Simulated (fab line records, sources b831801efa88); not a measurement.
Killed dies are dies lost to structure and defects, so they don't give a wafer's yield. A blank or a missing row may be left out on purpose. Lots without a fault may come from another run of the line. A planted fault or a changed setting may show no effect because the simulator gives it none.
Problem report in the 8D (eight disciplines) form, filled by code | flow gf180mcu | the parts of the form that need people (team, actions taken, sign-off) are left out

1. THE PROBLEM
beam_energy_keV at GF_HV_LDD_IMPLANT_21 reads a mean of 23.326 on 6 wafers of 2 lots; wafers without a fault read 25.002 with a standard deviation of 0.0094. That is -99 or more standard deviations from the usual mean.
First seen on wafer L807.1, day 13 10:29, on implanter-02. The record holds 42 wafers of 14 lots with a number at this step. Rule for "out", or "out of limits": more than 4 standard deviations from the usual mean. The other wafers with a number count as sound.

2. WHAT IT IS AND WHAT IT IS NOT
question                    | is                     | is not
which readings at this step | beam_energy_keV        | -
which lots                  | L806, L807             | L798, L799, L800, L810, L813, L815, L816, L817, L818, L819, L820, L821
which wafers of those lots  | all that have a number | -
read on which tools         | implanter-02           | implanter-03, implanter-04
when                        | from day 13 10:29      | up to then (9 sound wafers); but 27 sound wafers of L810, L813, L815, L816, L817, L818, L819, L820, L821 came after

3. SUSPECTS, AND WHAT RULES EACH OUT
Counting: a tool at a process step up to the reading stays a suspect if it ran every lot that is out and no sound lot after the first of them.
- implanter-02 at GF_HV_LDD_IMPLANT_21: ruled out as a lasting fault. Sound lots L819, L820 ran on it after its first lot that is out, L807 (day 13 10:29).
Left after counting: nothing in the record.

4. THE CAUSE (what the simulator had put in)
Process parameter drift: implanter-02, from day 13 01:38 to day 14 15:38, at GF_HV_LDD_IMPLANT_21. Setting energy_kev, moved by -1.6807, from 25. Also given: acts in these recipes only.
Counting ruled it out, wrongly.

5. THE CHAIN OF EFFECTS, in route order
Each row: a reading whose mean over the struck wafers that have a number lies more than 3 standard deviations from the usual. Only readings for which the record gives a usual standard deviation are gone through. hours: the time from each lot's start at the first step in this table that gives one to its start at this step, as a median over the lots. sigmas: the change in usual standard deviations.
hours | step                 | reading         | usual  | on struck wafers | change | sigmas
0     | GF_HV_LDD_IMPLANT_21 | beam_energy_keV | 25.002 | 23.326           | -1.676 | -99 or more
The process steps in it:
- GF_HV_LDD_IMPLANT_21
Later measuring or inspecting steps at which every struck wafer that the step has a row for has a number for every such reading, and none has moved that far: GF_CONTACT_THK_MEAS_26.

6. WHAT WOULD HAVE CAUGHT IT SOONER
In this record the first reading out of limits was taken at day 13 10:29, 9 hours after the fault began at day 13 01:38.
